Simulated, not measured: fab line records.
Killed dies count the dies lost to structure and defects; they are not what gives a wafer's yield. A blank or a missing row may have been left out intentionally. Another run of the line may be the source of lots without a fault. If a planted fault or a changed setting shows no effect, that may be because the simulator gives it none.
Which tool was responsible? / flow sky130 / 14 lots, 42 wafers sampled, at 2 steps of a route of 708

WHAT THE GAUGES READ, wafer by wafer
Not one reading of a measure or inspect step in the record can be checked against a usual standard deviation.

EACH LOT AND THE TOOL THAT RAN IT (in order: tool; ch and the chambers of the sampled wafers; start)
lot=L703; SKY_VIA1_STRIP_16=plasma_asher-01 ch 0,1, day 34 02:05; SKY_PAD_OPEN_PROBE_99=-
lot=L704; SKY_VIA1_STRIP_16=plasma_asher-02 ch 0,1, day 34 07:46; SKY_PAD_OPEN_PROBE_99=-
lot=L707; SKY_VIA1_STRIP_16=plasma_asher-01 ch 0,1, day 36 00:42; SKY_PAD_OPEN_PROBE_99=prober-02, day 47 09:01
lot=L708; SKY_VIA1_STRIP_16=plasma_asher-01 ch 0,1, day 36 08:14; SKY_PAD_OPEN_PROBE_99=prober-01, day 47 14:11
lot=L710; SKY_VIA1_STRIP_16=plasma_asher-01 ch 0,1, day 37 00:28; SKY_PAD_OPEN_PROBE_99=-
lot=L711; SKY_VIA1_STRIP_16=plasma_asher-04 ch 0,1, day 37 05:46; SKY_PAD_OPEN_PROBE_99=-
lot=L714; SKY_VIA1_STRIP_16=plasma_asher-04 ch 0,1, day 37 21:25; SKY_PAD_OPEN_PROBE_99=prober-01, day 48 16:29
lot=L713; SKY_VIA1_STRIP_16=plasma_asher-04 ch 0,1, day 38 00:31; SKY_PAD_OPEN_PROBE_99=prober-01, day 48 19:04
lot=L716; SKY_VIA1_STRIP_16=plasma_asher-02 ch 0, day 38 08:55; SKY_PAD_OPEN_PROBE_99=prober-01, day 49 03:53
lot=L718; SKY_VIA1_STRIP_16=plasma_asher-01 ch 0,1, day 38 19:03; SKY_PAD_OPEN_PROBE_99=-
lot=L719; SKY_VIA1_STRIP_16=plasma_asher-02 ch 0,1, day 38 19:28; SKY_PAD_OPEN_PROBE_99=prober-02, day 49 12:17
lot=L720; SKY_VIA1_STRIP_16=plasma_asher-02 ch 0,1, day 39 02:11; SKY_PAD_OPEN_PROBE_99=prober-01, day 49 14:20
lot=L723; SKY_VIA1_STRIP_16=plasma_asher-01 ch 1, day 40 16:10; SKY_PAD_OPEN_PROBE_99=prober-02, day 50 15:35
lot=L724; SKY_VIA1_STRIP_16=plasma_asher-02 ch 0,1, day 40 20:06; SKY_PAD_OPEN_PROBE_99=prober-02, day 50 21:55
- SKY_VIA1_STRIP_16: strips in O2/N2.
- SKY_PAD_OPEN_PROBE_99

AS READ BY THE TOOLS THEMSELVES (means over the sampled wafers that have a number; for cases with no such wafer, the mark the record gives instead)
SKY_VIA1_STRIP_16. Usual: drypump_motor_current_A 5.8 A, standard deviation 0.44; n2_flow_sccm 300.1 sccm, standard deviation 0.97; oes_product_au 0.416 a.u., standard deviation 0.0046; strip_time_to_endpoint_s 4.458 s, standard deviation 0.025.
lot=L703; tool=plasma_asher-01; drypump_motor_current_A (A)=5.8; n2_flow_sccm (sccm)=300.4; oes_product_au (a.u.)=0.415; strip_time_to_endpoint_s (s)=4.466; flag=
lot=L704; tool=plasma_asher-02; drypump_motor_current_A (A)=6.0; n2_flow_sccm (sccm)=300.5; oes_product_au (a.u.)=0.420; strip_time_to_endpoint_s (s)=4.440; flag=
lot=L707; tool=plasma_asher-01; drypump_motor_current_A (A)=5.6; n2_flow_sccm (sccm)=300.9; oes_product_au (a.u.)=0.416; strip_time_to_endpoint_s (s)=4.479; flag=
lot=L708; tool=plasma_asher-01; drypump_motor_current_A (A)=5.8; n2_flow_sccm (sccm)=300.5; oes_product_au (a.u.)=0.415; strip_time_to_endpoint_s (s)=4.479; flag=
lot=L710; tool=plasma_asher-01; drypump_motor_current_A (A)=5.9; n2_flow_sccm (sccm)=300.0; oes_product_au (a.u.)=0.416; strip_time_to_endpoint_s (s)=4.450; flag=
lot=L711; tool=plasma_asher-04; drypump_motor_current_A (A)=5.4; n2_flow_sccm (sccm)=299.5; oes_product_au (a.u.)=0.413; strip_time_to_endpoint_s (s)=4.488; flag=
lot=L714; tool=plasma_asher-04; drypump_motor_current_A (A)=5.4; n2_flow_sccm (sccm)=300.3; oes_product_au (a.u.)=0.416; strip_time_to_endpoint_s (s)=4.451; flag=
lot=L713; tool=plasma_asher-04; drypump_motor_current_A (A)=5.7; n2_flow_sccm (sccm)=300.0; oes_product_au (a.u.)=0.416; strip_time_to_endpoint_s (s)=4.467; flag=
lot=L716; tool=plasma_asher-02; drypump_motor_current_A (A)=6.5; n2_flow_sccm (sccm)=299.5; oes_product_au (a.u.)=0.415; strip_time_to_endpoint_s (s)=4.445; flag=
lot=L718; tool=plasma_asher-01; drypump_motor_current_A (A)=5.8; n2_flow_sccm (sccm)=301.0; oes_product_au (a.u.)=0.411; strip_time_to_endpoint_s (s)=4.403; flag=
lot=L719; tool=plasma_asher-02; drypump_motor_current_A (A)=6.3; n2_flow_sccm (sccm)=300.4; oes_product_au (a.u.)=0.418; strip_time_to_endpoint_s (s)=4.453; flag=
lot=L720; tool=plasma_asher-02; drypump_motor_current_A (A)=6.3; n2_flow_sccm (sccm)=299.4; oes_product_au (a.u.)=0.416; strip_time_to_endpoint_s (s)=4.467; flag=
lot=L723; tool=plasma_asher-01; drypump_motor_current_A (A)=5.3; n2_flow_sccm (sccm)=298.8; oes_product_au (a.u.)=0.414; strip_time_to_endpoint_s (s)=4.431; flag=
lot=L724; tool=plasma_asher-02; drypump_motor_current_A (A)=6.3; n2_flow_sccm (sccm)=300.2; oes_product_au (a.u.)=0.417; strip_time_to_endpoint_s (s)=4.459; flag=

SKY_PAD_OPEN_PROBE_99. Usual: defect_limited_yield 82.7 %, standard deviation 1.9; killed_at_M0_to_M3 43, standard deviation 6.8; killed_at_M4_up 3.0, standard deviation 1.8; killed_at_contacts 23, standard deviation 5.4; killed_at_front_end 15, standard deviation 4.4; killed_at_other 0.3, standard deviation 0.51; killed_dies 85, standard deviation 9.2; killed_open 47, standard deviation 6.8; killed_short 39, standard deviation 6.8; sort_bin_3_pad_short 0.8 %, standard deviation 0.43; sort_bin_5_function 10.3 %, standard deviation 1.5; sort_bin_6_memory 6.2 %, standard deviation 0.96; sort_n_pass 407, standard deviation 9.2; sort_yield_pct 82.7 %, standard deviation 1.9.
lot=L707; tool=prober-02; defect_limited_yield (%)=82.9; killed_at_M0_to_M3=36; killed_at_M4_up=3.0; killed_at_contacts=29; killed_at_front_end=16; killed_at_other=0.3; killed_dies=84; killed_open=42; killed_short=42; sort_bin_3_pad_short (%)=1.1; sort_bin_5_function (%)=9.9; sort_bin_6_memory (%)=6.0; sort_n_pass=408; sort_yield_pct (%)=82.9; flag=
lot=L708; tool=prober-01; defect_limited_yield (%)=82.4; killed_at_M0_to_M3=44; killed_at_M4_up=2.0; killed_at_contacts=20; killed_at_front_end=20; killed_at_other=0.7; killed_dies=87; killed_open=49; killed_short=38; sort_bin_3_pad_short (%)=0.8; sort_bin_5_function (%)=10.4; sort_bin_6_memory (%)=6.4; sort_n_pass=405; sort_yield_pct (%)=82.4; flag=
lot=L714; tool=prober-01; defect_limited_yield (%)=82.9; killed_at_M0_to_M3=44; killed_at_M4_up=3.7; killed_at_contacts=20; killed_at_front_end=16; killed_at_other=0.3; killed_dies=84; killed_open=46; killed_short=38; sort_bin_3_pad_short (%)=0.6; sort_bin_5_function (%)=10.2; sort_bin_6_memory (%)=6.2; sort_n_pass=408; sort_yield_pct (%)=82.9; flag=
lot=L713; tool=prober-01; defect_limited_yield (%)=83.9; killed_at_M0_to_M3=39; killed_at_M4_up=3.7; killed_at_contacts=22; killed_at_front_end=14; killed_at_other=0.7; killed_dies=79; killed_open=46; killed_short=34; sort_bin_3_pad_short (%)=0.4; sort_bin_5_function (%)=9.7; sort_bin_6_memory (%)=6.0; sort_n_pass=413; sort_yield_pct (%)=83.9; flag=
lot=L716; tool=prober-01; defect_limited_yield (%)=81.7; killed_at_M0_to_M3=41; killed_at_M4_up=3.0; killed_at_contacts=33; killed_at_front_end=12; killed_at_other=0.3; killed_dies=90; killed_open=47; killed_short=42; sort_bin_3_pad_short (%)=0.9; sort_bin_5_function (%)=11.1; sort_bin_6_memory (%)=6.2; sort_n_pass=402; sort_yield_pct (%)=81.7; flag=
lot=L719; tool=prober-02; defect_limited_yield (%)=84.3; killed_at_M0_to_M3=42; killed_at_M4_up=1.3; killed_at_contacts=19; killed_at_front_end=14; killed_at_other=0.0; killed_dies=77; killed_open=40; killed_short=37; sort_bin_3_pad_short (%)=0.6; sort_bin_5_function (%)=9.6; sort_bin_6_memory (%)=5.4; sort_n_pass=415; sort_yield_pct (%)=84.3; flag=
lot=L720; tool=prober-01; defect_limited_yield (%)=74.3; killed_at_M0_to_M3=92; killed_at_M4_up=2.7; killed_at_contacts=16; killed_at_front_end=16; killed_at_other=0.7; killed_dies=127; killed_open=47; killed_short=32; sort_bin_3_pad_short (%)=2.4; sort_bin_5_function (%)=14.6; sort_bin_6_memory (%)=8.6; sort_n_pass=365; sort_yield_pct (%)=74.3; flag=OFF
lot=L723; tool=prober-02; defect_limited_yield (%)=82.9; killed_at_M0_to_M3=39; killed_at_M4_up=3.3; killed_at_contacts=23; killed_at_front_end=18; killed_at_other=0.3; killed_dies=84; killed_open=48; killed_short=36; sort_bin_3_pad_short (%)=0.5; sort_bin_5_function (%)=10.6; sort_bin_6_memory (%)=6.0; sort_n_pass=408; sort_yield_pct (%)=82.9; flag=
lot=L724; tool=prober-02; defect_limited_yield (%)=74.9; killed_at_M0_to_M3=85; killed_at_M4_up=2.7; killed_at_contacts=20; killed_at_front_end=15; killed_at_other=0.0; killed_dies=124; killed_open=43; killed_short=34; sort_bin_3_pad_short (%)=3.1; sort_bin_5_function (%)=15.6; sort_bin_6_memory (%)=6.4; sort_n_pass=368; sort_yield_pct (%)=74.9; flag=OFF

THE ANSWER, worked out from the rows above alone
Rule: a lot is off if the mean of its wafers that have a number lies more than 3 standard deviations from the usual mean. Also off: a lot with no number at a reading for which 4 or more lots have one. Where the step has rows for the other lots, those lots are counted as sound. Order of review: gauges by route order, followed by the tools' own readings, for which a lot's mean as printed above is used. The first step at which some lot is off is used, and at that step the reading that is off furthest; a lot without a number counts as furthest.
Off at SKY_PAD_OPEN_PROBE_99 (killed_at_M0_to_M3): L720, L724. Neither off nor sound, because the step has no rows for them: L703, L704, L710, L711, L718.
If a tool, at that step or one of the process steps before it, ran each lot that is off and ran no sound lot following the first of them, it fits. One fits: plasma_asher-02 at SKY_VIA1_STRIP_16. A fault onset in the window from L719 (day 38 19:28, its last sound lot) to L720 (day 39 02:11, its first lot off) fits.

WHAT WAS PUT IN BY THE SIMULATOR
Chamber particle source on plasma_asher-02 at SKY_VIA1_STRIP_16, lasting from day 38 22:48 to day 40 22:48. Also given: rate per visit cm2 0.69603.
Shown lots that were struck: L720, L724. This agrees with what the rule above found.
